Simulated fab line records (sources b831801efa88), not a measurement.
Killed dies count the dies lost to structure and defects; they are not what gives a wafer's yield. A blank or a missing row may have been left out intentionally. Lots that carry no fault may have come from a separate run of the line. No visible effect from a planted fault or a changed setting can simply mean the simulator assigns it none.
What tool caused it?    flow sky130    36 wafers from 12 lots sampled at 3 of the route's 708 steps

## WHAT THE GAUGES READ, wafer by wafer
SKY_POLY_CUT_CD_MEAS_08: the cd target is 270 nm. Usual: cd_nm reads 269.7 nm (standard deviation 1.7).
lot   measured      on         cd_nm (nm)         flag
L825  day 24 19:15  cd_sem-02  270.7 269.0 271.1  
L826  day 25 02:17  cd_sem-02  272.7 270.9 271.4  
L829  day 25 23:43  cd_sem-02  270.0 270.0 269.2  
L831  day 27 12:34  cd_sem-02  270.1 271.3 270.0  
L833  day 27 15:25  cd_sem-02  270.5 272.4 271.4  
L835  day 28 01:31  cd_sem-02  266.0 266.1 267.6  
L834  day 28 05:16  cd_sem-02  268.1 269.3 268.5  
L838  day 29 11:16  cd_sem-02  270.6 267.8 269.7  
L839  day 29 14:17  cd_sem-02  270.2 269.9 269.2  
L840  day 30 01:43  cd_sem-02  270.6 271.6 272.2  
L841  day 30 02:29  cd_sem-02  267.9 269.0 267.5  
L847  day 32 05:04  cd_sem-02  270.9 272.0 270.6  

SKY_SD_P_CD_MEAS_07: the cd target is 380 nm. Usual: cd_nm reads 380.9 nm (standard deviation 1.8).
lot   measured      on         cd_nm (nm)         flag
L825  day 26 00:19  cd_sem-01  378.2 378.4 379.0  
L826  day 26 07:49  cd_sem-02  377.6 379.0 378.3  
L829  day 27 04:50  cd_sem-01  383.3 382.6 385.1  
L831  day 28 17:47  cd_sem-02  379.6 378.6 376.2  
L833  day 28 19:35  cd_sem-02  382.2 380.5 383.7  
L835  day 29 06:11  cd_sem-01  382.9 382.3 383.1  
L834  day 29 09:53  cd_sem-02  379.8 381.4 379.8  
L838  day 30 15:47  cd_sem-02  380.1 378.8 379.3  
L839  day 30 18:11  cd_sem-02  378.6 380.6 381.9  
L840  day 31 04:41  cd_sem-01  382.3 382.0 385.3  
L841  day 31 05:35  cd_sem-01  380.9 378.6 380.9  
L847  day 33 08:38  cd_sem-01  379.4 380.4 378.9  

## WHICH TOOL RAN EACH LOT (tool, then ch and the chambers of the sampled wafers, then the start)
lot   SKY_LDD_LDN_STRIP_12
L825  plasma_asher-02 ch 0,1, day 23 11:58
L826  plasma_asher-01 ch 0,1, day 23 18:52
L829  plasma_asher-03 ch 0,1, day 24 16:16
L831  plasma_asher-02 ch 0,1, day 26 06:37
L833  plasma_asher-03 ch 0,1, day 26 09:15
L835  plasma_asher-01 ch 0,1, day 26 18:09
L834  plasma_asher-01 ch 0,1, day 26 22:22
L838  plasma_asher-02 ch 0,1, day 28 03:10
L839  plasma_asher-03 ch 0,1, day 28 06:10
L840  plasma_asher-01 ch 0, day 28 18:58
L841  plasma_asher-01 ch 0,1, day 28 20:01
L847  plasma_asher-02 ch 0,1, day 30 22:55
- SKY_LDD_LDN_STRIP_12: strips in O2/N2.

## WHAT THE TOOLS THEMSELVES READ (means of the sampled wafers that have a number; where no wafer has one, the mark that the record gives instead)
SKY_LDD_LDN_STRIP_12. Usual: drypump_motor_current_A 5.8 A, standard deviation 0.35; oes_product_au 0.716 a.u., standard deviation 0.0041; strip_time_to_endpoint_s 14.18 s, standard deviation 0.036.
lot   tool             drypump_motor_current_A (A)  oes_product_au (a.u.)  strip_time_to_endpoint_s (s)  flag
L825  plasma_asher-02  5.7                          0.720                  14.17                         
L826  plasma_asher-01  5.7                          0.716                  14.14                         
L829  plasma_asher-03  5.6                          0.718                  14.12                         
L831  plasma_asher-02  5.8                          0.719                  14.19                         
L833  plasma_asher-03  5.6                          0.717                  14.19                         
L835  plasma_asher-01  5.9                          0.716                  14.17                         
L834  plasma_asher-01  5.9                          0.713                  14.20                         
L838  plasma_asher-02  5.8                          0.713                  14.21                         
L839  plasma_asher-03  5.9                          0.717                  14.21                         
L840  plasma_asher-01  5.5                          0.715                  14.22                         
L841  plasma_asher-01  5.9                          0.715                  14.15                         
L847  plasma_asher-02  5.7                          0.715                  14.16                         

## THE ANSWER, worked out from the rows above alone
Rule: take the mean of a lot's wafers that have a number; if it is more than 3 standard deviations from the usual mean, the lot is off. A lot without any number at a reading at which 4 lots or more have one is off too. The other lots that the step has rows for count as sound. The gauges are gone through in route order, then the tools' own readings, and for those a lot's mean is taken as printed above. At the first step where some lot is off, the reading lying furthest off is the one used; lots without a number count as furthest.
No lot is off at any reading shown: from this, nothing can be told.

## WHAT THE SIMULATOR PUT IN
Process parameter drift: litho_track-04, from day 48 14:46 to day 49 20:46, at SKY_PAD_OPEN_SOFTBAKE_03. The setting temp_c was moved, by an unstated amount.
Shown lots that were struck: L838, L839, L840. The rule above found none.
